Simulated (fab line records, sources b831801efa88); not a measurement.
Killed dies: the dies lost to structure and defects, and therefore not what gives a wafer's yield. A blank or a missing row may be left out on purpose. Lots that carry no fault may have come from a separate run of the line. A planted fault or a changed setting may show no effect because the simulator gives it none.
Which tool was responsible? :: flow gf180mcu :: 18 wafers sampled from 6 lots at 1 step of a route of 602

WHAT EACH GAUGE READ, for each wafer
GF_M3_OVL_MEAS_15.
lot: L303
measured: day 23 14:56
on: overlay-02
M3_OVL (nm): -7 -9 -14

lot: L306
measured: day 24 09:47
on: overlay-02
M3_OVL (nm): -4 -2 -1

lot: L309
measured: day 25 11:35
on: overlay-01
M3_OVL (nm): -9 -11 -19

lot: L312
measured: day 26 04:36
on: overlay-02
M3_OVL (nm): -1 -8 -4

lot: L321
measured: day 28 17:07
on: overlay-01
M3_OVL (nm): 4 -9 2

lot: L323
measured: day 29 10:23
on: overlay-02
M3_OVL (nm): -10 -10 -5

WHICH TOOL RAN EACH LOT (tool, then ch and the chambers of the sampled wafers, then the start)
The record shows no process step preceding these readings.

THE ANSWER, worked out from the rows above alone
Rule: usual is defined by the lots themselves. Put in order of their means at a reading, lots are off if they are a third of the lots or fewer, leave a main group of 4 or more, and stand apart from it by a gap of 3 or more times the standard deviation of the main group's means; of several such gaps the widest counts. The tables above print the reading to a certain number of digits; a main group whose means all agree to those digits is not used. A lot without any number at a reading at which 4 lots or more have one is off too. All remaining lots with rows at the step are treated as sound.
None of the lots is off at any reading shown; this tells nothing.

WHAT WAS PUT IN BY THE SIMULATOR
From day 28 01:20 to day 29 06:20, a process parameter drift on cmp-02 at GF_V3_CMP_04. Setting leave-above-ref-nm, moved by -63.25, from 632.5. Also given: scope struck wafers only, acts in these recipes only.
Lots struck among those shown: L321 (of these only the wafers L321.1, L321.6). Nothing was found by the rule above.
